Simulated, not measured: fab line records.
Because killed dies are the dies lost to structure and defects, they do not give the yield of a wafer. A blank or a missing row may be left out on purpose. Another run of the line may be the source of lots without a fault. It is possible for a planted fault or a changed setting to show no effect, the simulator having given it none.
Which tool is to blame? ; flow gf180mcu ; 13 lots with 39 wafers sampled at 4 steps, on a route of 602 steps

== WHAT THE GAUGES READ, wafer by wafer ==
GF_M5_CD_MEAS_07: the cd target is 280 nm.
lot;measured;on;cdNm (nm)
L618;day 26 16:35;cdSem-01;280.9 280.3 281.5
L621;day 27 18:59;cdSem-02;281.7 281.3 282.2
L625;day 28 18:20;cdSem-01;257.4 259.6 258.6
L626;day 29 05:01;cdSem-01;264.9 264.9 265.4
L628;day 29 12:01;cdSem-01;263.9 264.0 262.8
L629;day 29 23:44;cdSem-02;280.9 281.3 282.2
L630;day 30 05:31;cdSem-01;281.4 281.2 282.1
L631;day 30 10:17;cdSem-01;279.4 280.0 279.5
L632;day 30 15:49;cdSem-01;280.7 281.1 280.7
L637;day 32 08:58;cdSem-02;279.9 280.5 280.6
L639;day 32 17:22;cdSem-02;280.4 280.6 279.9
L638;day 32 18:40;cdSem-02;279.8 279.2 279.2
L640;day 33 00:49;cdSem-01;280.0 279.1 280.2

== WHAT TOOL EACH LOT RAN ON (gives the tool, then ch and the chambers of the sampled wafers, and finally the start) ==
lot;GF_V4_CVD_02;GF_MIM_CVD_05;GF_M5_PEB_05
L618;pecvd-04 ch 0,1, day 23 20:35;pecvd-02 ch 0,1,2, day 24 21:02;lithoTrack-02 ch 0, day 26 16:16
L621;pecvd-02 ch 0,1,2, day 24 23:29;pecvd-02 ch 0,1,2, day 26 00:26;lithoTrack-02 ch 0, day 27 18:40
L625;pecvd-02 ch 0,1,2, day 26 01:35;pecvd-01 ch 0,2, day 27 00:56;lithoTrack-01 ch 0, day 28 17:53
L626;pecvd-02 ch 0,1,2, day 26 15:29;pecvd-04 ch 0,1,2, day 27 13:51;lithoTrack-01 ch 0, day 29 04:40
L628;pecvd-03 ch 0,2, day 26 20:30;pecvd-01 ch 0,1,2, day 27 19:34;lithoTrack-01 ch 0, day 29 11:40
L629;pecvd-02 ch 0,1, day 27 09:49;pecvd-02 ch 0,1,2, day 28 09:03;lithoTrack-04 ch 0, day 29 23:24
L630;pecvd-04 ch 0,1,2, day 27 17:49;pecvd-02 ch 0,1,2, day 28 15:50;lithoTrack-04 ch 0, day 30 05:10
L631;pecvd-04 ch 0,1,2, day 27 22:02;pecvd-01 ch 0,1, day 28 20:15;lithoTrack-04 ch 0, day 30 09:57
L632;pecvd-04 ch 0,1,2, day 28 05:25;pecvd-02 ch 0,1,2, day 29 02:41;lithoTrack-02 ch 0, day 30 15:28
L637;pecvd-03 ch 0,1,2, day 30 02:04;pecvd-02 ch 0,1,2, day 30 22:23;lithoTrack-01 ch 0, day 32 08:37
L639;pecvd-04 ch 0,2, day 30 11:40;pecvd-02 ch 0,2, day 31 07:14;lithoTrack-01 ch 0, day 32 17:01
L638;pecvd-04 ch 0,1,2, day 30 13:25;pecvd-04 ch 0,1,2, day 31 09:14;lithoTrack-01 ch 0, day 32 18:19
L640;pecvd-03 ch 0,2, day 30 18:50;pecvd-04 ch 0,1,2, day 31 14:55;lithoTrack-01 ch 0, day 33 00:28
- GF_V4_CVD_02: deposits SiO2 from TEOS, target thk 850 nm, time 94.851 s.
- GF_MIM_CVD_05: deposits Si3N4, target thk 42 nm, time 29.086 s.
- GF_M5_PEB_05: peb time 90 s.

== AS READ BY THE TOOLS THEMSELVES (means over the sampled wafers that have a number; for cases with no such wafer, the mark the record gives instead) ==
GF_V4_CVD_02.
lot;tool;heaterPowerW (W)
L618;pecvd-04;773
L621;pecvd-02;728
L625;pecvd-02;755
L626;pecvd-02;753
L628;pecvd-03;604
L629;pecvd-02;858
L630;pecvd-04;644
L631;pecvd-04;658
L632;pecvd-04;679
L637;pecvd-03;579
L639;pecvd-04;563
L638;pecvd-04;622
L640;pecvd-03;573

GF_MIM_CVD_05.
lot;tool;heaterPowerW (W);tempMaxC (C)
L618;pecvd-02;738;399.95
L621;pecvd-02;684;400.05
L625;pecvd-01;611;400.05
L626;pecvd-04;617;400.14
L628;pecvd-01;670;400.00
L629;pecvd-02;701;399.83
L630;pecvd-02;712;399.93
L631;pecvd-01;648;400.05
L632;pecvd-02;719;399.98
L637;pecvd-02;761;400.00
L639;pecvd-02;746;399.85
L638;pecvd-04;647;400.16
L640;pecvd-04;604;400.24

GF_M5_PEB_05.
lot;tool;exhaustPa (Pa);heaterPowerTotalW (W);plateTempC (C)
L618;lithoTrack-02;43.8;85.63;135.18
L621;lithoTrack-02;44.8;85.68;134.88
L625;lithoTrack-01;46.2;96.81;148.19
L626;lithoTrack-01;43.5;96.86;148.31
L628;lithoTrack-01;45.9;96.89;148.40
L629;lithoTrack-04;44.1;85.72;134.90
L630;lithoTrack-04;44.2;85.71;134.92
L631;lithoTrack-04;45.5;85.73;135.12
L632;lithoTrack-02;43.9;85.72;135.00
L637;lithoTrack-01;44.6;85.75;135.10
L639;lithoTrack-01;44.2;85.66;135.04
L638;lithoTrack-01;44.6;85.65;134.92
L640;lithoTrack-01;44.7;85.72;135.08

== THE ANSWER, worked out from the rows above alone ==
Rule: the lots themselves supply what counts as usual. The widest of any qualifying gaps counts: lots, ordered by their means at a reading, are off when they make up no more than a third of the lots, leave a main group of 4 or more, and stand apart from it by 3 or more times the standard deviation of that group's means. The tables above print the reading to a certain number of digits; a main group whose means all agree to those digits is not used. A lot without any number at a reading at which 4 lots or more have one is off too. Where the step has rows for the other lots, those lots are counted as sound. Order of review: gauges by route order, followed by the tools' own readings, for which a lot's mean as printed above is used. At the first step where some lot is off, the reading lying furthest off is the one used; lots without a number count as furthest.
Off: L625, L626, L628 (GF_M5_CD_MEAS_07, cdNm). Mean 280.6 nm and standard deviation 0.8 in the main group.
A tool fits if, at a process step before that reading, it ran every lot that is off, and no sound lot after the first of them. The gauges at GF_M5_CD_MEAS_07 aren't tried: what is off there is off at GF_M5_PEB_05 too, on other tools, and a gauge's error can't cause that. Not one of the candidates tried fits.

== WHAT HAD BEEN PUT IN BY THE SIMULATOR ==
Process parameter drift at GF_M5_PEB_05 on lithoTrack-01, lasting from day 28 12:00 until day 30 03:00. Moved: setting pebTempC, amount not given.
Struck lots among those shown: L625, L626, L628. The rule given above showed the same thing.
